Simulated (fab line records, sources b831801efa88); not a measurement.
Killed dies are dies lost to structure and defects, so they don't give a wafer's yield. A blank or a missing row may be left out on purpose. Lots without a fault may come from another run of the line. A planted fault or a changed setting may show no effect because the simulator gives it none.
Problem report in the 8D (eight disciplines) form, filled by code | flow sky130 | the parts of the form that need people (team, actions taken, sign-off) are left out

1. THE PROBLEM
killed_at_M0_to_M3 at SKY_PAD_OPEN_PROBE_99 reads a mean of 76 on 3 wafers of 2 lots; wafers without a fault read 43 with a standard deviation of 5.9. That is +5.6 standard deviations from the usual mean.
First seen on wafer L797.1, day 49 02:29, on prober-01. The record holds 33 wafers of 11 lots with a number at this step. Rule for "out", or "out of limits": more than 4 standard deviations from the usual mean. The other wafers with a number count as sound.

2. WHAT IT IS AND WHAT IT IS NOT
question                    | is                     | is not
which readings at this step | killed_at_M0_to_M3     | killed_at_front_end, killed_at_other, killed_open, killed_short, sort_bin_6_memory
which lots                  | L797, L798             | L785, L786, L787, L788, L790, L801, L804, L805, L807
which wafers of those lots  | L797.1, L797.3, L798.1 | L797.5, L798.4, L798.5
read on which tools         | prober-01, prober-02   | -
when                        | from day 49 02:29      | up to then (15 sound wafers); but 15 sound wafers of L797, L798, L801, L804, L805, L807 came after

3. SUSPECTS, AND WHAT RULES EACH OUT
Counting: a tool at a process step up to the reading stays a suspect if it ran every lot that is out. Sound lots after the first of them don't rule it out here, since some wafers of a struck lot are sound.
- plasma_asher-01 at SKY_METAL1_STRIP_20 (strips in O2/N2): kept. It ran every lot that is out, first L797 (day 36 23:48); its last sound lot up to then is L790 (day 34 19:20).
- pvd_sputter-04 at SKY_METAL5_SPUTTER_01 (material TiN, target thk 20 nm, time 16.7 s): kept. It ran every lot that is out, first L797 (day 46 12:07); its last sound lot up to then is L788 (day 43 23:52).
- Within plasma_asher-01 at SKY_METAL1_STRIP_20: the wafers that are out ran in chamber 1; their sound lot-mates ran in chamber 0.
Left after counting: plasma_asher-01 at SKY_METAL1_STRIP_20, pvd_sputter-04 at SKY_METAL5_SPUTTER_01.

4. THE CAUSE (what the simulator had put in)
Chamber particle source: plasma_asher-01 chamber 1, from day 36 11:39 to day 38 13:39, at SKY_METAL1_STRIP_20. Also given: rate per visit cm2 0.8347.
Counting left 2 suspects, and this tool is among them.

5. THE CHAIN OF EFFECTS, in route order
Each row: a reading whose mean over the struck wafers that have a number lies more than 3 standard deviations from the usual. Only readings for which the record gives a usual standard deviation are gone through. hours: the time from each lot's start at the first step in this table that gives one to its start at this step, as a median over the lots. sigmas: the change in usual standard deviations.
hours | step                  | reading              | usual  | on struck wafers | change | sigmas
0     | SKY_PAD_OPEN_PROBE_99 | defect_limited_yield | 82.6 % | 76.7             | -5.9   | -3.1
0     | SKY_PAD_OPEN_PROBE_99 | killed_at_M0_to_M3   | 43     | 76               | +33    | +5.6
0     | SKY_PAD_OPEN_PROBE_99 | killed_dies          | 86     | 115              | +29    | +3.1
0     | SKY_PAD_OPEN_PROBE_99 | sort_n_pass          | 406    | 377              | -29    | -3.1
0     | SKY_PAD_OPEN_PROBE_99 | sort_yield_pct       | 82.6 % | 76.7             | -5.9   | -3.1
The process steps in it:
- SKY_PAD_OPEN_PROBE_99

6. WHAT WOULD HAVE CAUGHT IT SOONER
In this record the first reading out of limits was taken at day 49 02:29, 303 hours after the fault began at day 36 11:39.
Of the tool readings at SKY_METAL1_STRIP_20 for which the record gives a usual standard deviation, none was out on any struck wafer, so an alarm limit of 4 standard deviations on them would not have fired.
All the lots that are out (2) had begun SKY_METAL1_STRIP_20 on plasma_asher-01 by day 49 02:29. A hold on the tool at that time would have spared none of them.
